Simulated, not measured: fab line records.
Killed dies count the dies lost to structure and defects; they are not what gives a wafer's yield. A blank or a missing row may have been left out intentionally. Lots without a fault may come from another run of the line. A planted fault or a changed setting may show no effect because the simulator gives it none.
fab line records	flow sky130
[record] lots = 7	wafers = 19	last_day = 49
route steps=708 shown METAL5@671 PASSIVATION@681 PAD_OPEN@694
lots that met no fault: taken from a fault-free run of the same line
start_h: hours from the record's opening day to when the first of the lot's shown wafers began	wait_h: hours since the lot's step before	" same as the row above	L1.1+2: one row covering several wafers at once	- either no value or no given start	* or withheld: withheld	< > ~ a bound
route shown NAME@n: a module of which the file shows steps, and the number in the route of the first	usual: mean and standard deviation over wafers with no fault	same: alike in all rows	chamber/n: place in a boat	sites: per-site readings	_std_site: their standard deviation	_edge_site: inner sites' mean taken away from outer sites' mean	radius_mm: how far each site lies from the wafer's centre	mask NAME#n: copy n	behind: tool/chamber where the wafer was last shaped	hold: why the lot was held/for how many hours/how that ended	device: transistor that didn't switch, given as n, p or np	end of line: the tests these same wafers got at the end of their route	a step without rows: its recipe alone	killed: count of dies lost to structure and defects at first sort (not the wafer's yield)	map: the dies of a wafer, with x for killed, . for not killed, _ for no die there
set.NAME: setting as actually run; set.NAME@STEP: the setting as run at that earlier step	model.NAME: the simulator's own value behind a step, which no gauge read
certain route steps with their lots: each step a table, each wafer a row
services: the hour from which a tool's chamber was out of use, counted from the record's first day as start_h (under 0 if before that day), plus the number of hours and why
[[steps]]
[step SKY_METAL5_SOFTBAKE_10]
[recipe] temp_c = 90	time_s = 60	resist = NOVOLAK
[step SKY_METAL5_EXPOSE_11]
[recipe] mask_id = MM5	na = 0.6	source_shape = conventional	sigma_outer = 0.6	polarization = unpolarized	target_cd_nm = 1600	dose_mj = 190
[step SKY_METAL5_PEB_12]
[recipe] temp_c = withheld	time_s = *	resist = NOVOLAK
[step SKY_METAL5_DEVELOP_13]
[recipe] resist = NOVOLAK	developer = TMAH	develop_time_s = 60	dev_temp_c = 23
[step SKY_METAL5_DESCUM_14]
[recipe] chemistry = O2	source_power_w = 150	bias_power_w = 0	pressure_mtorr = 10	temp_c = 40	time_s = 11
[usual] drypump_motor_current_A = 5.8/0.47	oes_product_au = 0.999/0.01
lot.wafer	tool	chamber	start_h	wait_h	drypump_motor_current_A	oes_product_au	rf_hours_counter_h
L417.2	rie_metal-01	1	1060.55	0.1	6.2	1.004	19
L417.5	"	1	"	"	6.2	1.006	-
L417.6	"	0	"	"	5.9	0.988	-
L419.3	rie_metal-02	1	1068.76	0.1	6.0	0.989	-
L419.4	"	0	"	"	5.1	0.988	-
L419.5	"	1	"	"	6.0	0.999	-
L421.2	rie_metal-02	0	1079.66	0.1	5.1	1.010	11
L421.5	"	1	"	"	6.0	0.997	-
L422.5	rie_metal-01	0	1089.67	0.0	6.0	0.999	-
L422.6	"	1	"	"	6.2	1.009	-
L424.2	rie_metal-01	1	1099.61	0.1	6.2	1.022	23
L424.4	"	0	"	"	5.9	1.001	-
L424.6	"	0	"	"	5.9	0.993	-
L429.3	rie_metal-01	0	1131.26	0.1	6.0	0.986	-
L429.5	"	1	"	"	6.2	1.007	-
L429.6	"	0	"	"	6.0	0.989	-
L434.3	rie_metal-02	1	1149.28	0.1	6.0	1.006	-
L434.4	"	0	"	"	5.1	0.997	-
L434.6	"	0	"	"	5.1	0.991	-
[step SKY_METAL5_METAL_ETCH_15]
[recipe] target_depth_a = 12600	stop_on = SiO2	over_etch_frac = 0.2	time_s = 252	chemistry = Cl2/BCl3	resist_sidewall_deg = 86	pressure_mtorr = 10	icp_w = 900	bias_w = 48.5	Cl2_flow_sccm = 60	bcl3_flow_sccm = 30
[step SKY_METAL5_STRIP_16]
[recipe] chemistry = O2/N2	power_w = 1400	pressure_mtorr = 1500	platen_temp_c = withheld	o2_flow_sccm = 3000	n2_flow_sccm = 300	overash_fraction = 0.5
[usual] drypump_motor_current_A = 5.6/0.46	n2_flow_sccm = 299.9/0.96	oes_product_au = 0.710/0.0052	strip_time_to_endpoint_s = 13.08/0.15
lot.wafer	tool	chamber	start_h	wait_h	drypump_motor_current_A	n2_flow_sccm	oes_product_au	rf_hours_counter_h	strip_time_to_endpoint_s
L417.2	plasma_asher-01	1	1060.81	0.2	4.9	298.3	0.708	67	13.07
L417.5	"	1	"	"	4.9	299.9	0.711	-	13.05
L417.6	"	0	"	"	5.8	299.3	0.708	-	13.35
L419.3	plasma_asher-01	1	1069.05	0.1	4.9	298.5	0.713	-	12.92
L419.4	"	0	"	"	5.8	300.0	0.712	-	12.87
L419.5	"	0	"	"	5.8	299.9	0.706	-	12.95
L421.2	plasma_asher-03	0	1079.93	0.2	6.2	300.7	0.705	34	13.10
L421.5	"	1	"	"	5.6	299.8	0.716	-	13.19
L422.5	plasma_asher-03	1	1089.98	0.1	5.6	298.6	0.707	-	13.11
L422.6	"	0	"	"	6.2	299.9	0.711	-	12.86
L424.2	plasma_asher-01	1	1099.88	0.2	4.9	300.6	0.703	71	12.78
L424.4	"	0	"	"	5.8	299.9	0.710	-	13.10
L424.6	"	0	"	"	5.8	300.0	0.709	-	13.08
L429.3	plasma_asher-01	1	1131.55	0.1	4.9	298.7	0.712	-	13.21
L429.5	"	0	"	"	5.8	298.2	0.703	-	12.93
L429.6	"	1	"	"	4.8	299.6	0.710	-	13.20
L434.3	plasma_asher-04	0	1149.57	0.1	5.0	300.5	0.714	-	12.96
L434.4	"	1	"	"	6.0	301.3	0.711	-	12.96
L434.6	"	0	"	"	5.0	301.8	0.714	-	12.93
[step SKY_METAL5_STRIP_17]
[recipe] chemistry = post_etch_residue_remover	time_s = 1200	temp_c = 72.5
[step SKY_METAL5_CLEAN_18]
[recipe] chemistry = IPA	time_s = 180	temp_c = 25
[step SKY_METAL5_CLEAN_19]
[recipe] chemistry = O3/DIW	dry = n2_spin
[step SKY_PASSIVATION_CVD_00]
[recipe] material = SiO2	target_thk_nm = 90	temp_c = 400	time_s = withheld	rf_w = 600
[usual] heater_power_w = 689/130
lot.wafer	tool	chamber	start_h	wait_h	heater_power_w
L417.2	pecvd-01	0	1061.41	0.0	620
L417.5	"	0	"	"	617
L417.6	"	2	"	"	860
L419.3	pecvd-03	1	1069.65	0.0	611
L419.4	"	0	"	"	762
L419.5	"	2	"	"	726
L421.2	pecvd-01	1	1080.52	0.0	570
L421.5	"	2	"	"	977
L422.5	pecvd-01	0	1090.55	0.0	607
L422.6	"	1	"	"	529
L424.2	pecvd-03	1	1100.47	0.0	545
L424.4	"	0	"	"	833
L424.6	"	2	"	"	703
L429.3	pecvd-03	2	1132.11	0.0	574
L429.5	"	2	"	"	597
L429.6	"	0	"	"	716
L434.3	pecvd-01	1	1150.14	0.0	555
L434.4	"	2	"	"	989
L434.6	"	0	"	"	616
[step SKY_PASSIVATION_THK_MEAS_01]
[recipe] reads = SiO2_of_PASSIVATION_CVD_00
[usual] PASSIVATION_CVD_00_THK = 90.4/1.4
lot.wafer	tool	chamber	start_h	wait_h	PASSIVATION_CVD_00_THK[nm]
L417.2	film_metro-03	-	1061.44	-	89.5
L417.5	"	-	"	"	91.1
L417.6	"	-	"	"	91.9
L419.3	film_metro-02	-	1069.69	-	91.7
L419.4	"	-	"	"	90.0
L419.5	"	-	"	"	90.0
L421.2	film_metro-03	-	1080.56	-	91.8
L421.5	"	-	"	"	91.3
L422.5	film_metro-03	-	1090.60	-	91.4
L422.6	"	-	"	"	93.0
L424.2	film_metro-02	-	1100.51	-	89.0
L424.4	"	-	"	"	88.9
L424.6	"	-	"	"	90.2
L429.3	film_metro-03	-	1132.15	-	89.8
L429.5	"	-	"	"	91.6
L429.6	"	-	"	"	89.9
L434.3	film_metro-01	-	1150.19	-	90.4
L434.4	"	-	"	"	90.7
L434.6	"	-	"	"	89.8
[step SKY_PASSIVATION_CVD_02]
[recipe] material = Si3N4	target_thk_nm = 540	temp_c = 400	time_s = withheld	rf_w = 450
[usual] heater_power_w = 753/120
lot.wafer	tool	chamber	start_h	wait_h	heater_power_w	model.Si3N4_of_PASSIVATION_CVD_02.thk_nm
L417.2	pecvd-03	1	1061.49	0.0	739	532.2
L417.5	"	1	"	"	628	536.6
L417.6	"	0	"	"	793	531.7
L419.3	pecvd-02	0	1069.73	0.0	678	542.9
L419.4	"	0	"	"	683	545.7
L419.5	"	1	"	"	781	551.9
L421.2	pecvd-02	0	1080.61	0.0	638	541.2
L421.5	"	2	"	"	761	572.2
L422.5	pecvd-02	2	1090.74	0.1	791	568.5
L422.6	"	0	"	"	661	540.4
L424.2	pecvd-02	2	1100.56	0.0	727	531.8
L424.4	"	1	"	"	858	574
L424.6	"	0	"	"	581	535.6
L429.3	pecvd-01	1	1132.19	0.0	669	546.3
L429.5	"	1	"	"	702	552.9
L429.6	"	2	"	"	1047	539.5
L434.3	pecvd-03	1	1150.23	0.0	711	536.2
L434.4	"	1	"	"	724	538.4
L434.6	"	0	"	"	892	540.3
[step SKY_PASSIVATION_THK_MEAS_03]
[recipe] reads = Si3N4_of_PASSIVATION_CVD_02
[usual] PASSIVATION_CVD_02_THK = 539/7
lot.wafer	tool	chamber	start_h	wait_h	PASSIVATION_CVD_02_THK[nm]
L417.2	film_metro-02	-	1061.84	-	532
L417.5	"	-	"	"	536
L417.6	"	-	"	"	532
L419.3	film_metro-01	-	1069.97	-	543
L419.4	"	-	"	"	546
L419.5	"	-	"	"	552
L421.2	film_metro-02	-	1080.84	-	541
L421.5	"	-	"	"	572
L422.5	film_metro-03	-	1090.89	-	568
L422.6	"	-	"	"	540
L424.2	film_metro-02	-	1100.79	-	532
L424.4	"	-	"	"	575
L424.6	"	-	"	"	535
L429.3	film_metro-03	-	1132.43	-	546
L429.5	"	-	"	"	553
L429.6	"	-	"	"	539
L434.3	film_metro-02	-	1150.47	-	536
L434.4	"	-	"	"	538
L434.6	"	-	"	"	539
[step SKY_PASSIVATION_DEHYDRATE_04]
[recipe] temp_c = 200	time_s = 60
[step SKY_PASSIVATION_HMDS_05]
[recipe] prime_time_s = 60	prime_temp_c = 120
[step SKY_PASSIVATION_COAT_06]
[recipe] spin_rpm = 2000	resist_thk_nm = 3000
[step SKY_PASSIVATION_SOFTBAKE_07]
[recipe] temp_c = 110	time_s = withheld
[step SKY_PASSIVATION_EXPOSE_08]
[recipe] mask_id = NSM	target_cd_nm = 3000	na = 0.57	dose_mj = 260
[step SKY_PASSIVATION_PEB_09]
[recipe] temp_c = 115	time_s = withheld
[step SKY_PASSIVATION_DEVELOP_10]
[recipe] develop_time_s = 60	dev_temp_c = 23
[step SKY_PASSIVATION_ETCH_11]
[recipe] chemistry = CF4/O2	target_depth_nm = 725	stop_on = AlCu	source_w = 800	bias_w = 150	pressure_mtorr = 150	cf4_flow_sccm = 80	O2_flow_sccm = 10	time_s = 161.1
[usual] drypump_motor_current_A = 5.7/0.4	oes_product_au = 0.977/0.0076	throttle_valve_pct = 5.965/0.0093
lot.wafer	tool	chamber	start_h	wait_h	drypump_motor_current_A	oes_product_au	rf_hours_counter_h	throttle_valve_pct	model.PASSIVATION.feature_depth_nm	model.etch.depth_nm
L417.2	rie_diel-02	2	1082.71	-	5.2	0.973	22	5.945	695.9	695.9
L417.5	"	0	"	"	5.3	0.978	-	5.973	702.4	702.4
L417.6	"	2	"	"	5.2	0.974	-	5.961	699	699
L419.3	rie_diel-04	2	1090.95	-	5.6	0.967	25	5.962	704.3	704.3
L419.4	"	0	"	"	5.8	0.976	4	5.963	711.1	711.1
L419.5	"	0	"	"	5.8	0.978	-	5.956	715.8	715.8
L421.2	rie_diel-02	0	1102.06	-	5.4	0.978	10	5.989	707.2	707.2
L421.5	"	0	"	"	5.4	0.995	-	5.961	727.6	727.6
L422.5	rie_diel-02	1	1111.51	-	6.5	0.988	-	5.968	719.7	719.7
L422.6	"	2	"	"	5.2	0.984	-	5.959	707.9	707.9
L424.2	rie_diel-04	3	1121.41	-	5.5	0.958	12	5.949	696.1	696.1
L424.4	"	0	"	"	5.8	0.979	5	5.964	713.9	713.9
L424.6	"	1	"	"	6.0	0.979	-	5.946	701.9	701.9
L429.3	rie_diel-04	3	1151.06	-	5.6	0.975	13	5.960	697.4	697.4
L429.5	"	0	"	"	5.8	0.986	-	5.974	719.2	719.2
L429.6	"	1	"	"	6.1	0.973	-	5.954	703.4	703.4
L434.3	rie_diel-01	2	1168.10	-	5.9	0.979	20	5.952	700.7	700.7
L434.4	"	3	"	"	5.7	0.968	24	5.979	703	703
L434.6	"	0	"	"	5.4	0.975	-	5.954	704.1	704.1
[step SKY_PASSIVATION_STRIP_12]
[recipe] chemistry = O2/N2	power_w = 1400	pressure_mtorr = 1500	platen_temp_c = withheld	overash_fraction = 0.7	o2_flow_sccm = 3000	n2_flow_sccm = 300
[usual] drypump_motor_current_A = 5.8/0.61	n2_flow_sccm = 300.0/0.97	oes_product_au = 0.661/0.0047	strip_time_to_endpoint_s = 31.57/0.14
lot.wafer	tool	chamber	start_h	wait_h	drypump_motor_current_A	n2_flow_sccm	oes_product_au	rf_hours_counter_h	strip_time_to_endpoint_s
L417.2	plasma_asher-01	0	1082.82	0.1	5.7	297.9	0.663	69	31.41
L417.5	"	1	"	"	4.9	301.2	0.664	-	31.33
L417.6	"	0	"	"	5.7	298.1	0.668	-	31.39
L419.3	plasma_asher-01	1	1091.09	0.1	4.9	300.3	0.661	-	31.62
L419.4	"	0	"	"	5.8	299.5	0.664	-	31.60
L419.5	"	0	"	"	5.8	299.7	0.662	-	31.45
L421.2	plasma_asher-02	0	1102.17	0.1	6.7	299.0	0.657	97	31.52
L421.5	"	1	"	"	5.7	298.9	0.658	-	31.53
L422.5	plasma_asher-02	0	1111.63	0.1	6.7	299.5	0.653	-	31.57
L422.6	"	1	"	"	5.7	298.2	0.662	-	31.58
L424.2	plasma_asher-02	1	1121.51	0.1	5.7	300.3	0.668	99	31.70
L424.4	"	1	"	"	5.7	300.6	0.659	-	31.63
L424.6	"	0	"	"	6.7	298.9	0.663	-	31.56
L429.3	plasma_asher-01	0	1151.20	0.1	5.8	299.2	0.662	-	31.54
L429.5	"	1	"	"	4.9	299.7	0.654	-	31.52
L429.6	"	0	"	"	5.8	299.7	0.666	-	31.46
L434.3	plasma_asher-02	1	1168.24	0.1	5.7	301.1	0.655	-	31.41
L434.4	"	0	"	"	6.7	301.1	0.664	-	31.50
L434.6	"	0	"	"	6.7	300.8	0.655	-	31.47
[step SKY_PAD_OPEN_DEHYDRATE_00]
[recipe] temp_c = 200	time_s = 60
[step SKY_PAD_OPEN_HMDS_01]
[recipe] prime_time_s = 60	prime_temp_c = 120
[step SKY_PAD_OPEN_COAT_02]
[recipe] spin_rpm = 2000	resist_thk_nm = 3000
[step SKY_PAD_OPEN_SOFTBAKE_03]
[recipe] temp_c = 110	time_s = withheld
[step SKY_PAD_OPEN_EXPOSE_04]
[recipe] mask_id = PDM	target_cd_nm = 60000	na = 0.57	dose_mj = 260
[step SKY_PAD_OPEN_PEB_05]
[recipe] temp_c = 115	time_s = withheld
[step SKY_PAD_OPEN_DEVELOP_06]
[recipe] develop_time_s = 60	dev_temp_c = 23
[step SKY_PAD_OPEN_ETCH_07]
[recipe] chemistry = CF4/O2	target_depth_nm = 725	stop_on = AlCu	source_w = 800	bias_w = 150	pressure_mtorr = 150	cf4_flow_sccm = 80	O2_flow_sccm = 10	time_s = 161.1
[usual] drypump_motor_current_A = 5.76/0.22	oes_product_au = 0.977/0.0063	throttle_valve_pct = 5.965/0.0095
lot.wafer	tool	chamber	start_h	wait_h	drypump_motor_current_A	oes_product_au	rf_hours_counter_h	throttle_valve_pct	model.etch.depth_nm	model.PAD_OPEN.feature_depth_nm
L417.2	rie_diel-04	0	1103.71	-	5.81	0.981	4	5.957	695.9	695.9
L417.5	"	1	"	"	6.04	0.975	-	5.971	702.4	702.4
L417.6	"	0	"	"	5.83	0.975	-	5.969	699	699
L419.3	rie_diel-04	0	1112.16	-	5.82	0.972	5	5.962	708.4	708.4
L419.4	"	1	"	"	6.06	0.989	23	5.972	711.1	711.1
L419.5	"	2	"	"	5.56	0.981	-	5.966	716.1	716.1
L421.2	rie_diel-03	3	1123.21	-	5.76	0.978	16	5.957	707.2	707.2
L421.5	"	3	"	"	5.76	0.997	-	5.969	731.7	731.7
L422.5	rie_diel-04	1	1131.57	-	6.03	0.987	-	5.990	729.1	729.1
L422.6	"	2	"	"	5.58	0.980	-	5.972	707.9	707.9
L424.2	rie_diel-03	2	1140.81	-	5.64	0.968	16	5.957	696.1	696.1
L424.4	"	1	"	"	5.58	0.997	20	5.979	732.9	732.9
L424.6	"	3	"	"	5.75	0.970	-	5.970	701.9	701.9
L429.3	rie_diel-04	1	1168.31	-	6.03	0.977	25	5.966	711.3	711.3
L429.5	"	3	"	"	5.60	0.972	-	5.970	702.2	702.2
L429.6	"	0	"	"	5.82	0.977	-	5.976	703.4	703.4
L434.3	rie_diel-01	1	1184.96	-	6.16	0.978	11	5.977	700.7	700.7
L434.4	"	2	"	"	5.95	0.978	21	5.970	703	703
L434.6	"	0	"	"	5.40	0.981	-	5.951	704.1	704.1
[step SKY_PAD_OPEN_STRIP_08]
[recipe] chemistry = O2/N2	power_w = 1400	pressure_mtorr = 1500	platen_temp_c = withheld	overash_fraction = 0.7	o2_flow_sccm = 3000	n2_flow_sccm = 300
[usual] drypump_motor_current_A = 5.7/0.53	n2_flow_sccm = 300.0/0.84	oes_product_au = 0.663/0.0048
lot.wafer	tool	chamber	start_h	wait_h	drypump_motor_current_A	n2_flow_sccm	oes_product_au	rf_hours_counter_h
L417.2	plasma_asher-03	1	1103.82	0.1	5.6	300.4	0.656	36
L417.5	"	0	"	"	6.2	297.9	0.663	-
L417.6	"	1	"	"	5.6	300.1	0.660	-
L419.3	plasma_asher-01	0	1112.30	0.1	5.8	301.8	0.666	-
L419.4	"	1	"	"	4.9	299.6	0.670	-
L419.5	"	1	"	"	4.9	299.1	0.666	-
L421.2	plasma_asher-01	0	1123.31	0.1	5.7	301.0	0.660	73
L421.5	"	0	"	"	5.8	298.9	0.664	-
L422.5	plasma_asher-02	1	1131.69	0.1	5.7	300.3	0.661	-
L422.6	"	0	"	"	6.7	301.2	0.657	-
L424.2	plasma_asher-03	0	1140.92	0.1	6.2	299.6	0.665	40
L424.4	"	1	"	"	5.6	298.2	0.656	-
L424.6	"	1	"	"	5.6	297.4	0.663	-
L429.3	plasma_asher-03	0	1168.45	0.1	6.2	300.5	0.662	-
L429.5	"	0	"	"	6.2	299.6	0.660	-
L429.6	"	1	"	"	5.6	299.7	0.662	-
L434.3	plasma_asher-01	1	1185.10	0.1	4.9	300.1	0.658	-
L434.4	"	0	"	"	5.8	300.2	0.661	-
L434.6	"	1	"	"	4.9	300.1	0.660	-
[step SKY_PAD_OPEN_STRIP_09]
[recipe] chemistry = post_etch_residue_remover	time_s = 1200	temp_c = 72.5
[usual] bath_guard_temp_C = 72.5/0.42
lot.wafer	tool	chamber	start_h	wait_h	bath_guard_temp_C	model.Si3N4_of_PASSIVATION_CVD_02.thk_nm
L417.2	wet_bench-02	0	1103.92	0.1	72.3	531.9
L417.5	"	0	"	"	72.4	536.2
L417.6	"	0	"	"	72.1	531.3
L419.3	wet_bench-02	3	1112.36	0.0	72.8	542.5
L419.4	"	3	"	"	72.3	545.4
L419.5	"	3	"	"	73.2	551.5
L421.2	wet_bench-02	2	1123.41	0.1	72.6	540.9
L421.5	"	2	"	"	72.3	571.8
L422.5	wet_bench-01	0	1131.72	0.0	72.3	568.1
L422.6	"	0	"	"	71.8	540
L424.2	wet_bench-04	0	1141.02	0.1	71.4	531.4
L424.4	"	0	"	"	71.2	573.7
L424.6	"	0	"	"	71.7	535.3
L429.3	wet_bench-01	1	1168.52	0.0	72.9	545.9
L429.5	"	1	"	"	72.6	552.6
L429.6	"	1	"	"	72.8	539.1
L434.3	wet_bench-01	1	1185.18	0.0	73.0	535.8
L434.4	"	1	"	"	72.7	538
L434.6	"	1	"	"	72.9	540
[step SKY_PAD_OPEN_CLEAN_10]
[recipe] chemistry = IPA	time_s = 180	temp_c = 25
[step SKY_PAD_OPEN_PROBE_99]
[usual] defect_limited_yield = 82.3/1.9	killed_at_M0_to_M3 = 44/6.5	killed_at_M4_up = 3.3/1.9	killed_at_contacts = 24/5.3	killed_at_front_end = 15/4.5	killed_at_other = 0.3/0.58	killed_dies = 87/9.3	killed_open = 48/6.6	killed_short = 39/6.1	sort_bin_3_pad_short = 0.9/0.46	sort_bin_5_function = 10.5/1.6	sort_bin_6_memory = 6.3/1.1	sort_n_pass = 405/9.3	sort_yield_pct = 82.3/1.9
[same] gross_dies = 492	killed_at_back_side = 0	sort_bin_4_leakage[%] = 0	sort_bin_8_speed[%] = 0
lot.wafer	tool	chamber	start_h	wait_h	defect_limited_yield[%]	killed_at_M0_to_M3	killed_at_M4_up	killed_at_contacts	killed_at_front_end	killed_at_other	killed_dies	killed_open	killed_short	sort_bin_3_pad_short[%]	sort_bin_5_function[%]	sort_bin_6_memory[%]	sort_n_pass	sort_yield_pct[%]
L419.3	prober-02	-	1114.58	0.2	83.1	43	4	26	10	0	83	40	43	1.6	9.8	5.5	409	83.1
L419.4	prober-02	-	1114.63	0.2	82.9	49	0	17	16	2	84	41	43	0.6	10.2	6.3	408	82.9
L419.5	prober-02	-	1114.68	0.2	82.1	52	1	16	17	2	88	49	39	0.8	10.2	6.9	404	82.1
L421.2	prober-01	-	1125.68	0.1	81.5	45	3	25	17	1	91	51	40	1.4	9.6	7.5	401	81.5
L421.5	prober-01	-	1125.83	0.2	81.3	45	5	19	23	0	92	50	42	0.6	9.8	8.3	400	81.3
L422.5	prober-02	-	1134.03	0.2	85.8	29	6	15	20	0	70	39	31	0.8	8.1	5.3	422	85.8
L422.6	prober-02	-	1134.08	0.2	80.9	49	3	29	13	0	94	57	37	0.6	12.0	6.5	398	80.9
L429.3	prober-02	-	1170.75	0.2	79.7	53	4	29	14	0	100	52	48	1.0	11.8	7.5	392	79.7
L429.5	prober-02	-	1170.85	0.2	83.9	38	2	26	13	0	79	36	43	0.8	8.3	6.9	413	83.9
L429.6	prober-02	-	1170.90	0.2	82.1	45	10	23	10	0	88	36	52	1.6	10.2	6.1	404	82.1
// killed by level:class
L419.3 CONTACT:geometric_particle:open=10 VIA1:geometric_particle:open=7 VIA2:geometric_particle:open=7 METAL1:geometric_particle:short=6 VIA1:geometric_particle:short=6 LI_CONTACT:geometric_particle:short=4 LI_CONTACT:geometric_particle:open=4 LOCAL_INTERCONNECT:geometric_particle:short=4
L419.4 VIA1:geometric_particle:open=11 VIA1:geometric_particle:short=10 METAL1:geometric_particle:short=7 VIA2:geometric_particle:open=7 FIELD_ISO:geometric_particle:short=6 LOCAL_INTERCONNECT:geometric_particle:short=6 CONTACT:geometric_particle:open=6 POLY_GATE:geometric_particle:open=4
L419.5 VIA1:geometric_particle:open=14 VIA2:geometric_particle:open=10 VIA1:geometric_particle:short=6 VIA3:geometric_particle:short=6 LI_CONTACT:geometric_particle:open=5 VIA3:geometric_particle:open=5 FIELD_ISO:geometric_particle:short=4 POLY_GATE:geometric_particle:short=3
L421.2 VIA1:geometric_particle:open=10 VIA3:geometric_particle:open=9 POLY_GATE:geometric_particle:open=8 LI_CONTACT:geometric_particle:open=8 CONTACT:geometric_particle:short=6 CONTACT:geometric_particle:open=5 METAL1:geometric_particle:short=5 METAL2:geometric_particle:short=5
L421.5 VIA1:geometric_particle:open=13 VIA3:geometric_particle:open=8 FIELD_ISO:geometric_particle:short=6 LI_CONTACT:geometric_particle:open=6 VIA1:geometric_particle:short=6 POLY_GATE:geometric_particle:open=5 CONTACT:geometric_particle:open=5 METAL2:geometric_particle:short=5
L422.5 FIELD_ISO:geometric_particle:open=8 LI_CONTACT:geometric_particle:open=7 METAL1:geometric_particle:short=6 CONTACT:geometric_particle:open=5 POLY_GATE:geometric_particle:open=4 VIA2:geometric_particle:open=4 VIA1:geometric_particle:open=4 METAL2:geometric_particle:short=4
L422.6 VIA1:geometric_particle:open=16 CONTACT:geometric_particle:open=12 LOCAL_INTERCONNECT:geometric_particle:short=7 VIA3:geometric_particle:open=7 VIA1:geometric_particle:short=6 METAL2:geometric_particle:short=6 VIA2:geometric_particle:open=5 POLY_GATE:geometric_particle:short=4
L429.3 VIA1:geometric_particle:open=13 CONTACT:geometric_particle:short=8 VIA3:geometric_particle:open=8 FIELD_ISO:geometric_particle:short=7 CONTACT:geometric_particle:open=7 LI_CONTACT:geometric_particle:open=6 VIA2:geometric_particle:open=6 METAL1:geometric_particle:short=6
L429.5 CONTACT:geometric_particle:open=12 METAL1:geometric_particle:short=9 FIELD_ISO:geometric_particle:short=7 VIA1:geometric_particle:open=7 METAL2:geometric_particle:short=6 LI_CONTACT:geometric_particle:open=5 LOCAL_INTERCONNECT:geometric_particle:short=5 VIA3:geometric_particle:open=4
L429.6 VIA1:geometric_particle:open=13 METAL4:geometric_particle:short=9 VIA1:geometric_particle:short=7 VIA2:geometric_particle:short=7 CONTACT:geometric_particle:short=6 LOCAL_INTERCONNECT:geometric_particle:short=5 FIELD_ISO:geometric_particle:open=4 LI_CONTACT:geometric_particle:short=4
[[services]]
tool	chamber	start_h	hours	kind
plasma_asher-04	-	1042.40	0.6	repair
pecvd-03	-	1044.71	5.5	pm
rie_diel-02	-	1046.93	2.8	pm
plasma_asher-04	-	1055.25	9.0	pm
pecvd-03	2	1058.14	7.7	repair
rie_diel-02	-	1068.50	2.2	repair
plasma_asher-01	-	1076.21	1.9	repair
rie_diel-02	3	1081.41	1.6	repair
rie_metal-02	-	1089.75	14.6	pm
rie_metal-01	-	1101.08	2.8	pm
plasma_asher-04	-	1103.65	3.4	repair
pecvd-03	0	1104.39	5.0	scheduled_down
rie_diel-01	0	1104.65	4.0	repair
rie_diel-01	2	1106.35	9.8	repair
pecvd-02	2	1110.35	5.0	scheduled_down
pecvd-02	-	1130.78	1.6	repair
plasma_asher-04	-	1131.42	2.1	repair
pecvd-03	1	1141.86	2.1	scheduled_down
pecvd-03	-	1145.30	0.7	repair
pecvd-01	0	1163.29	2.1	scheduled_down
pecvd-02	2	1171.92	5.4	repair
rie_diel-02	1	1180.39	3.3	repair
pecvd-01	0	1180.62	-	clean
pecvd-01	0	1180.62	-	consumable_replace:showerhead
[[key]]
[first_sign] step = SKY_PASSIVATION_THK_MEAS_03	reading = PASSIVATION_CVD_02_THK	direction = up	sigmas = 4.6	usual = 539	struck = 572
[effect] step = SKY_PAD_OPEN_ETCH_07	reading = oes_product_au	direction = up	sigmas = 2.6	usual = 0.977	struck = 0.994
[model_effect] step = SKY_PASSIVATION_CVD_02	value = Si3N4_of_PASSIVATION_CVD_02.thk_nm	without = 542.7	struck = 571.6
[model_effect] step = SKY_PASSIVATION_ETCH_11	value = PASSIVATION.feature_depth_nm	without = 707.3	struck = 720.4
[model_effect] step = SKY_PAD_OPEN_ETCH_07	value = etch.depth_nm	without = 707.3	struck = 731.2
[model_effect] step = SKY_PAD_OPEN_STRIP_09	value = Si3N4_of_PASSIVATION_CVD_02.thk_nm	without = 542.4	struck = 571.2
met_at SKY_PASSIVATION_CVD_02
struck_wafers L421.5,L422.5,L424.4
onset_between 1069.73 1080.61
[fault] kind = process_parameter_drift	tool = pecvd-02	chamber = -	onset_h = 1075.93	steps = SKY_PASSIVATION_CVD_02	channel = time_s	offset = withheld	shape = step	end_h = 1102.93	scope = struck_wafers_only	acts_in = *
